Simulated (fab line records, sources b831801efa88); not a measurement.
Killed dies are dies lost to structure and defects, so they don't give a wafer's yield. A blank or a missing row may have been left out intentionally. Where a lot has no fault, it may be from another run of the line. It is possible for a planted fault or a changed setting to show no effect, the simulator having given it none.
A struck lot beside a sound one | flow sfq-line | 24 out of 325 route steps
Sound: these wafers, L867.2, L867.4, L867.6. Wafers L869.2, L869.3, L869.4 were the ones struck. The cause comes at the end.
For every step that has rows: the tool of each side, followed by ch and its chambers, followed by its first start. Under that, the readings that differ: sound wafers | struck wafers | difference of the means | sigmas: that difference in standard deviations of wafers without a fault.
alike: same words and numbers on both sides, and readings whose means sit less than 2 such deviations apart. not compared: any withheld reading, any reading some wafer has no value for, any bound like >300 that may hide the same value, and any number with overlapping values for which the record gives no deviation.
Wherever a step has rows on one side only, a row that says differs or no value, or a row with sigmas, the two part there. When numbers do not overlap yet have no deviation, they are printed without sigmas and do not part them. A reading missing from all wafers of one side parts the sides only when that side holds two or more wafers.

first, 6 steps without rows for these wafers: SFQ_TRILAYER_I6_VIA_LITHO_COAT_174 (resist thk 62 nm); SFQ_TRILAYER_I6_VIA_LITHO_COAT_169 (resist thk 650 nm); SFQ_TRILAYER_I6_VIA_LITHO_SOFTBAKE_173; SFQ_TRILAYER_I6_VIA_LITHO_EXPOSE_170 (exposes mask I6, target cd 700 nm); SFQ_TRILAYER_I6_VIA_LITHO_PEB_172 (peb time 60 s); SFQ_TRILAYER_I6_VIA_LITHO_DEVELOP_171 (time 60 s).
SFQ_I6_OVL_MEAS_942:
  sound on overlay-01, day 69 18:02; struck on overlay-02, day 72 21:00
  alike: I6_OVL
SFQ_TRILAYER_I6_VIA_BARC_OPEN_VIA_ETCH_235: etches BARC in O2, target depth 125 nm, time 41.7 s.
  sound on rie-diel-02 ch 1,2,3, day 69 18:04; struck on rie-diel-04 ch 1,2,3, day 72 21:02
  alike: drypump-motor-current-A, oes-product-au
  not compared: rf-hours-counter-h
SFQ_TRILAYER_I6_VIA_ETCH_VIA_ETCH_172: etches SiO2 in CHF3, stops on Nb, target depth 260 nm.
  sound on rie-diel-02 ch 1,2,3, day 69 18:06; struck on rie-diel-04 ch 1,2,3, day 72 21:04
  alike: drypump-motor-current-A, oes-product-au
SFQ_TRILAYER_I6_VIA_STRIP_STRIP_173: strips in O2.
  sound on rie-metal-03 ch 0,1, day 69 18:13; struck on rie-metal-01 ch 0,1, day 72 21:11
  alike: drypump-motor-current-A, oes-product-au
  not compared: rf-hours-counter-h
then, 2 steps without rows for these wafers: SFQ_TRILAYER_I6_VIA_STRIP_SOLV_CLEAN_174 (cleans in NMP, time 600 s); SFQ_TRILAYER_M7_DEP_PRE_CLEAN_176 (time 22.5 s).
SFQ_TRILAYER_M7_DEP_SPUTTER_175: material Nb, target thk 200 nm, time 133.3 s.
  sound on pvd-sputter-06, day 69 19:01; struck on pvd-sputter-05, day 72 22:15
  alike: substrate-temp-c, throttle-valve-pct
SFQ_M7_RS_MEAS_943: uses a four-point probe to measure.
  sound on film-metro-01, day 69 19:08; struck on film-metro-01, day 72 22:22
  reading           | sound             | struck            | difference | sigmas
  M7_NB_RS (ohm/sq) | 0.895 0.886 0.890 | 0.440 0.441 0.441 | -0.450     | -62
then, 6 steps without rows for these wafers: SFQ_TRILAYER_M7_LITHO_COAT_182 (resist thk 62 nm); SFQ_TRILAYER_M7_LITHO_COAT_177 (resist thk 600 nm); SFQ_TRILAYER_M7_LITHO_SOFTBAKE_181; SFQ_TRILAYER_M7_LITHO_EXPOSE_178 (exposes mask M7, target cd 500 nm); SFQ_TRILAYER_M7_LITHO_PEB_180 (peb time 60 s); SFQ_TRILAYER_M7_LITHO_DEVELOP_179 (time 60 s).
SFQ_M7_OVL_MEAS_945:
  sound on overlay-02, day 70 20:33; struck on overlay-01, day 73 01:14
  alike: M7_OVL
SFQ_TRILAYER_M7_BARC_OPEN_METAL_ETCH_229: etches BARC in O2, target depth 125 nm, time 41.7 s.
  sound on rie-metal-02 ch 0,1, day 70 20:35; struck on rie-metal-03 ch 0,1, day 73 01:16
  alike: drypump-motor-current-A, oes-product-au
  not compared: rf-hours-counter-h
SFQ_TRILAYER_M7_ETCH_METAL_ETCH_180: etches Nb in Cl2/Ar, stops on SiO2, target depth 240 nm, time 120 s.
  sound on rie-metal-02 ch 0,1, day 70 20:38; struck on rie-metal-03 ch 0,1, day 73 01:20
  reading                        | sound             | struck            | difference | sigmas
  oes-product-au (a.u.)          | 0.886 0.890 0.896 | 0.998 1.010 1.005 | +0.114     | +18
  model.etch.depth-nm (nm)       | 199 201 199.7     | 239.7 240.7 240.3 | +40.3      |
  model.M7.feature-depth-nm (nm) | 199 201 199.7     | 239.7 240.7 240.3 | +40.3      |
  alike: drypump-motor-current-A
  not compared: rf-hours-counter-h
SFQ_TRILAYER_M7_STRIP_STRIP_181: strips in O2.
  sound on rie-metal-02 ch 0,1, day 70 20:46; struck on rie-metal-03 ch 0,1, day 73 01:28
  alike: drypump-motor-current-A, oes-product-au
  not compared: rf-hours-counter-h

== WHERE THEY PART ==
Earliest at SFQ_M7_RS_MEAS_943; latest, in this record, at SFQ_TRILAYER_M7_ETCH_METAL_ETCH_180. Later steps at which nothing parts them and some readings are alike: SFQ_TRILAYER_M7_STRIP_STRIP_181.

WHY: the cause the simulator had injected
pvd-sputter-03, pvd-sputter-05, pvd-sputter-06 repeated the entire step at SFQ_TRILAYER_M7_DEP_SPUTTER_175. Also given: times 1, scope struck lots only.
